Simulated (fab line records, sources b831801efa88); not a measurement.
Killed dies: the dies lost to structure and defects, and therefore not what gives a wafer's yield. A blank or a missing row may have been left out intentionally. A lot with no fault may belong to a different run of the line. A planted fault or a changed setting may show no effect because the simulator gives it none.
The tool behind it: which one?    flow sky130    6 lots, 18 wafers sampled, at 3 steps of a route of 708

## WHAT EACH GAUGE READ, for each wafer
SKY_GATE_OXIDE_OVL_MEAS_10.
lot   measured      on          GATE_OXIDE_OVL (nm)
L305  day 14 04:37  overlay-02  -1.3 -0.9 -0.7
L309  day 15 16:46  overlay-01  0.6 -0.6 1.0
L312  day 16 16:25  overlay-02  -183.9 -185.1 -184.5
L314  day 17 07:58  overlay-01  1.7 0.6 2.0
L318  day 18 19:28  overlay-02  -184.7 -183.9 -185.5
L321  day 20 01:22  overlay-01  -1.2 -3.4 -0.1

## WHAT TOOL EACH LOT RAN ON (gives the tool, then ch and the chambers of the sampled wafers, and finally the start)
lot   SKY_SONOS_ONO_ETCH_15              SKY_GATE_OXIDE_EXPOSE_07
L305  rieDiel-01 ch 0,2, day 13 01:07    ilineStepper-01 ch 0, day 13 16:05
L309  rieDiel-02 ch 2,3, day 14 11:04    ilineStepper-02 ch 0, day 15 02:59
L312  rieDiel-01 ch 0,1,3, day 15 10:13  ilineStepper-02 ch 0, day 16 02:38
L314  rieDiel-01 ch 0,2,3, day 16 01:28  ilineStepper-01 ch 0, day 16 17:26
L318  rieDiel-02 ch 2,3, day 17 11:25    ilineStepper-02 ch 0, day 18 04:02
L321  rieDiel-04 ch 0,2,3, day 18 14:58  ilineStepper-01 ch 0, day 19 09:53
- SKY_SONOS_ONO_ETCH_15: etches the open film in CHF3/O2, target depth 19.52 nm, time 7.8 s.
- SKY_GATE_OXIDE_EXPOSE_07: exposes mask LVOM, target cd 600 nm.

## THE ANSWER, worked out from the rows above alone
Rule: the lots themselves supply what counts as usual. The widest of any qualifying gaps counts: lots, ordered by their means at a reading, are off when they make up no more than a third of the lots, leave a main group of 4 or more, and stand apart from it by 3 or more times the standard deviation of that group's means. A main group whose means are all the same, to the digits that the tables above print for the reading, isn't used. Also off: a lot with no number at a reading for which 4 or more lots have one. Any other lot the step has rows for is counted as sound.
Off: L312, L318, seen at SKY_GATE_OXIDE_OVL_MEAS_10 (GATE_OXIDE_OVL). The main group has a mean of -0.2 nm with a standard deviation of 1.2.
A tool fits if, at a process step before that reading, it ran every lot that is off, and no sound lot after the first of them. Gauges at SKY_GATE_OXIDE_OVL_MEAS_10: tried the same way as those tools. 2 tools fit, ilineStepper-02 at SKY_GATE_OXIDE_EXPOSE_07 and overlay-02 at SKY_GATE_OXIDE_OVL_MEAS_10, so this cannot tell which one it is.

## WHAT THE SIMULATOR HAD INSERTED
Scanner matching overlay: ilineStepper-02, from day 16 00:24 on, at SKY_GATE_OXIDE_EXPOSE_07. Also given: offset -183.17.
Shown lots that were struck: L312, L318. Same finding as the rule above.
